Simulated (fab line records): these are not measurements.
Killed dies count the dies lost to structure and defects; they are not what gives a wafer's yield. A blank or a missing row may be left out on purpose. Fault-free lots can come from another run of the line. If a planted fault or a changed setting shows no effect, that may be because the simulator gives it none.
Tool commonality check    flow gf180mcu    36 wafers sampled across 12 lots

## THE REASON FOR OPENING IT
At GF_PSD_TW_MEAS_11 the reading PSD_TW is flagged on 2 of 12 lots. Wafers without a fault read 3170, standard deviation 22.
Rule: a lot is flagged when every wafer of it that has a number lies more than 4 standard deviations from that mean, or none has a number. All remaining lots are regarded as sound.

lot   measured      on             PSD_TW, wafer by wafer  flag
L142  day 14 12:07  film_metro-03  3189 3192 3179          
L143  day 15 01:05  film_metro-01  3140 3157 3164          
L144  day 15 11:46  film_metro-03  3192 3196 3199          
L145  day 15 17:10  film_metro-01  3160 3150 3151          
L148  day 16 16:34  film_metro-02  3164 3165 3152          
L154  day 18 18:08  film_metro-03  3047 3060 3048          FLAGGED
L155  day 19 03:45  film_metro-02  3132 3142 3136          
L156  day 19 19:02  film_metro-01  3027 3033 3038          FLAGGED
L157  day 19 23:02  film_metro-02  3149 3156 3145          
L162  day 21 09:22  film_metro-01  3153 3157 3157          
L163  day 21 17:34  film_metro-02  3146 3152 3160          
L164  day 22 05:22  film_metro-03  3170 3174 3176          
Average over the flagged lots: 3042; offset from the usual -128, equal to -6 standard deviations.

## WHICH TOOL RAN EACH LOT
2 process steps preceding the reading are held in the record, out of 602 steps in the route. Cell contents, in order: the tool; ch with the chambers the sampled wafers went through; the start.
lot   flag     GF_PSD_IMPLANT_09                GF_PSD_STRIP_10
L142           implanter-04 ch 0, day 14 11:53  plasma_asher-02 ch 0,1, day 14 12:01
L143           implanter-04 ch 0, day 15 00:52  plasma_asher-03 ch 0,1, day 15 00:59
L144           implanter-02 ch 0, day 15 11:32  plasma_asher-04 ch 0,1, day 15 11:40
L145           implanter-01 ch 0, day 15 16:55  plasma_asher-02 ch 0,1, day 15 17:04
L148           implanter-01 ch 0, day 16 16:19  plasma_asher-02 ch 0,1, day 16 16:28
L154  FLAGGED  implanter-01 ch 0, day 18 17:55  plasma_asher-03 ch 0,1, day 18 18:03
L155           implanter-02 ch 0, day 19 03:30  plasma_asher-03 ch 0,1, day 19 03:39
L156  FLAGGED  implanter-01 ch 0, day 19 18:48  plasma_asher-04 ch 0,1, day 19 18:55
L157           implanter-04 ch 0, day 19 22:47  plasma_asher-02 ch 0,1, day 19 22:56
L162           implanter-04 ch 0, day 21 09:09  plasma_asher-03 ch 0,1, day 21 09:17
L163           implanter-04 ch 0, day 21 17:20  plasma_asher-02 ch 0,1, day 21 17:27
L164           implanter-01 ch 0, day 22 05:08  plasma_asher-04 ch 0,1, day 22 05:15
What the steps here do:
- GF_PSD_IMPLANT_09
- GF_PSD_STRIP_10: strips in O2/N2.
- GF_PSD_TW_MEAS_11

## FLAGGED OVER TOTAL, TOOL BY TOOL (the gauges that took the reading come last)
step               tool             lots run  flagged  share of the flagged lots  sound lots run after its first flagged lot
GF_PSD_IMPLANT_09  implanter-01     5         2        all                        1 (L164)
GF_PSD_IMPLANT_09  implanter-02     2         0        none                       -
GF_PSD_IMPLANT_09  implanter-04     5         0        none                       -
GF_PSD_STRIP_10    plasma_asher-02  5         0        none                       -
GF_PSD_STRIP_10    plasma_asher-03  4         1        some                       2 (L155,L162)
GF_PSD_STRIP_10    plasma_asher-04  3         1        some                       1 (L164)
GF_PSD_TW_MEAS_11  film_metro-01    4         1        some                       1 (L162)
GF_PSD_TW_MEAS_11  film_metro-02    4         0        none                       -
GF_PSD_TW_MEAS_11  film_metro-03    4         1        some                       1 (L164)

## THE TABLE: WHAT IT ALLOWS
All flagged lots share 1 row of the table, namely implanter-01 at GF_PSD_IMPLANT_09.
- implanter-01 at GF_PSD_IMPLANT_09: 2 of its 5 lots flagged. Lots that were sound ran on it after the first flagged one (L164); a persistent fault on the entire tool would not allow that.
None of the table's rows ran every flagged lot and, after the first, no sound lot.

## WHAT THE SIMULATOR PUT IN
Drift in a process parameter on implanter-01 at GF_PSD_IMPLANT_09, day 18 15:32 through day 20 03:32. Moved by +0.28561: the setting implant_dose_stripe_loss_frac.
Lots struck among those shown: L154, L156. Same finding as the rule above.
